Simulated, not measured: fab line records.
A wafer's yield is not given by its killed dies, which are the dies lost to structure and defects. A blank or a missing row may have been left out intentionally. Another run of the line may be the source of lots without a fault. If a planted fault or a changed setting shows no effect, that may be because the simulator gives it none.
Chamber matching :: flow sky130 :: 4 sister chambers for SKY_VIA1_CMP_24 on cmp-02
The step polishes, stops on SiO2, t overpolish 15 s, target thk 0 nm. 4 wafers are shown with their chamber, then 12 later ones without.

EACH WAFER AND ITS CHAMBER
wafer: L086.6
chamber: 3
motor-current-A (A): 9.8

wafer: L088.5
chamber: 0
motor-current-A (A): 10.2

wafer: L090.1
chamber: 2
motor-current-A (A): 10.6

wafer: L090.5
chamber: 1
motor-current-A (A): 9.0

WAFERS WHOSE CHAMBER IS MISSING
wafer: L092.1
motor-current-A (A): 10.4

wafer: L092.2
motor-current-A (A): 9.0

wafer: L092.5
motor-current-A (A): 10.7

wafer: L095.1
motor-current-A (A): 10.6

wafer: L095.4
motor-current-A (A): 10.6

wafer: L095.6
motor-current-A (A): 10.6

wafer: L096.1
motor-current-A (A): 9.2

wafer: L096.3
motor-current-A (A): 10.5

wafer: L096.6
motor-current-A (A): 9.7

wafer: L097.2
motor-current-A (A): 9.7

wafer: L097.4
motor-current-A (A): 9.8

wafer: L097.6
motor-current-A (A): 10.7

WHICH CHAMBER EACH ONE RAN IN
wafer: L092.1
from the rows above: can't be placed: 2 or 0
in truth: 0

wafer: L092.2
from the rows above: 1
in truth: 1

wafer: L092.5
from the rows above: 2
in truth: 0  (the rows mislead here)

wafer: L095.1
from the rows above: 2
in truth: 2

wafer: L095.4
from the rows above: 2
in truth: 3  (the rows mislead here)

wafer: L095.6
from the rows above: 2
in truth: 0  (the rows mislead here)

wafer: L096.1
from the rows above: 1
in truth: 1

wafer: L096.3
from the rows above: can't be placed: 2 or 0
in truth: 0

wafer: L096.6
from the rows above: 3
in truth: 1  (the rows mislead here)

wafer: L097.2
from the rows above: 3
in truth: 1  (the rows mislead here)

wafer: L097.4
from the rows above: 3
in truth: 3

wafer: L097.6
from the rows above: 2
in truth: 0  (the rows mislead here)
Correct placement for 4 of the 12. Not placeable from these rows: 2 (in 2, the candidates include the true chamber). Wrongly placed: 6.
How it was worked out, from the rows above alone: a wafer's distance from a chamber is the root of the sum, over the readings, of the square of ((its reading less the chamber's mean) divided by the reading's scatter). The wafer belongs to the nearest chamber; if the next one is less than 2 further off, it can't be placed. Each chamber's mean is taken over the wafers shown for it. The scatter: root of mean squared gap, hidden wafer to nearest shown wafer, with one shown wafer a chamber.
